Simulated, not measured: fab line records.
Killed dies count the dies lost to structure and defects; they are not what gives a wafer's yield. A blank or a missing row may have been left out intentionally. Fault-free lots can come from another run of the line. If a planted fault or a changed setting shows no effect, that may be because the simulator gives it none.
Split-lot study	flow gf180mcu	route with 602 steps; 5 lots, 23 wafers read

## THE SPLIT ITSELF
At GF_M1_SPUTTER_00 (material Ti, target thk 37.5 nm, time 150 s), the setting chamber pressure pa was moved away from the recipe's 2 Pa on 15 of the 23 wafers read, by -13.4% to +5.7%. All remaining wafers had this setting at the recipe value.

Reading taken at the split's own step.

## THE READING
Ti_of_M1_SPUTTER_00.thk nm (the simulator's own value, which no gauge read), in nm, at GF_M1_SPUTTER_00 (material Ti, target thk 37.5 nm, time 150 s). The file does not state a usual value for it. Average 37.64 nm, standard deviation 0.26 nm, over the 8 wafers here run with the recipe.

wafer	tool, chamber at the split	chamber pressure pa as run, Pa	against the recipe	Ti_of_M1_SPUTTER_00.thk nm, nm	against lot-mates on the recipe
L076.3	pvd sputter-04, -	2	recipe	37.92	-
L076.4	pvd sputter-04, -	2	recipe	37.33	-
L076.5	pvd sputter-04, -	2	recipe	37.42	-
L078.1	pvd sputter-03, -	1.836	-8.2%	39.5	no lot-mate on the recipe
L078.2	pvd sputter-03, -	1.836	-8.2%	39.33	no lot-mate on the recipe
L078.4	pvd sputter-03, -	1.836	-8.2%	39.69	no lot-mate on the recipe
L078.5	pvd sputter-03, -	1.836	-8.2%	39.32	no lot-mate on the recipe
L078.6	pvd sputter-03, -	1.836	-8.2%	39.38	no lot-mate on the recipe
L079.1	pvd sputter-04, -	2.114	+5.7%	36.51	no lot-mate on the recipe
L079.2	pvd sputter-04, -	2.114	+5.7%	36.59	no lot-mate on the recipe
L079.3	pvd sputter-04, -	2.114	+5.7%	36.39	no lot-mate on the recipe
L079.5	pvd sputter-04, -	2.114	+5.7%	36.2	no lot-mate on the recipe
L079.6	pvd sputter-04, -	2.114	+5.7%	36.64	no lot-mate on the recipe
L082.1	pvd sputter-01, -	2	recipe	37.72	-
L082.2	pvd sputter-01, -	2	recipe	38.02	-
L082.3	pvd sputter-01, -	2	recipe	37.6	-
L082.5	pvd sputter-01, -	2	recipe	37.82	-
L082.6	pvd sputter-01, -	2	recipe	37.26	-
L083.1	pvd sputter-01, -	1.732	-13.4%	40.11	no lot-mate on the recipe
L083.2	pvd sputter-01, -	1.732	-13.4%	40.35	no lot-mate on the recipe
L083.3	pvd sputter-01, -	1.732	-13.4%	40.16	no lot-mate on the recipe
L083.4	pvd sputter-01, -	1.732	-13.4%	40.1	no lot-mate on the recipe
L083.5	pvd sputter-01, -	1.732	-13.4%	40.46	no lot-mate on the recipe

THE FIT
A straight line over all 23 wafers: Ti_of_M1_SPUTTER_00.thk nm changes by -0.201 nm for each +1% of chamber pressure pa; r = -0.99; the points scatter about the line by 0.22 nm.
Too few moved wafers with a lot-mate on the recipe to fit a line net of each lot's own level.

## FILE'S OWN FIT
Ti_of_M1_SPUTTER_00.thk nm changes by -0.201 nm for each +1% of chamber pressure pa, r = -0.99.
